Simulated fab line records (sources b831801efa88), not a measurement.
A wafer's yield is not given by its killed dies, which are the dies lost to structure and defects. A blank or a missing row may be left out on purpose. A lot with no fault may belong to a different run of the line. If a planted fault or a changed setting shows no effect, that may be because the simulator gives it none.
Matching of chambers + flow sky130 + SKY_POLY_GATE_ETCH_17 on rieSi-02: 4 sister chambers
The step etches poly-Si in HBr/Cl2, stops on SiO2, target depth 180 nm, time 70.5 s. 7 wafers are shown with their chamber, then 7 later ones without.

WAFERS, EACH WITH ITS CHAMBER
| wafer  | chamber | drypumpMotorCurrentA (A) | oesProductAu (a.u.) |
|--------|---------|--------------------------|---------------------|
| L627.1 | 2       | 5.8                      | 0.979               |
| L630.6 | 2       | 5.8                      | 0.978               |
| L635.5 | 0       | 6.2                      | 0.968               |
| L636.1 | 3       | 6.0                      | 0.975               |
| L636.2 | 0       | 6.2                      | 0.983               |
| L646.1 | 1       | 5.4                      | 0.977               |
| L646.3 | 3       | 5.9                      | 0.971               |

WAFERS WITHOUT THEIR CHAMBER
| wafer  | drypumpMotorCurrentA (A) | oesProductAu (a.u.) |
|--------|--------------------------|---------------------|
| L646.5 | 5.9                      | 0.989               |
| L644.1 | 5.9                      | 0.965               |
| L644.4 | 5.8                      | 0.988               |
| L644.5 | 5.4                      | 0.977               |
| L647.2 | 5.9                      | 0.969               |
| L647.3 | 5.4                      | 0.962               |
| L647.5 | 5.4                      | 0.977               |

WHICH CHAMBER EACH WENT THROUGH
| wafer  | from the rows above     | in truth |
|--------|-------------------------|----------|
| L646.5 | can't be placed: 3 or 2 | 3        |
| L644.1 | can't be placed: 3 or 2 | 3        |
| L644.4 | 2                       | 2        |
| L644.5 | 1                       | 1        |
| L647.2 | can't be placed: 3 or 2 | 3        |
| L647.3 | 1                       | 1        |
| L647.5 | 1                       | 1        |
Placed correctly: 4 of 7. Unplaceable from these rows: 3, with the true chamber sitting among the candidates in 3. Wrongly placed: 0.
How it was worked out, from the rows above alone: a wafer's distance from a chamber is the root of the sum, over the readings, of the square of ((its reading less the chamber's mean) divided by the reading's scatter). If the next closest chamber is less than 2 further off than the closest, the wafer can't be placed; otherwise it belongs to the closest. A chamber's mean is the mean of its shown wafers. The scatter: the root of (the sum of the squares of (reading less its chamber's mean) over the shown wafers, divided by (wafers less chambers)).
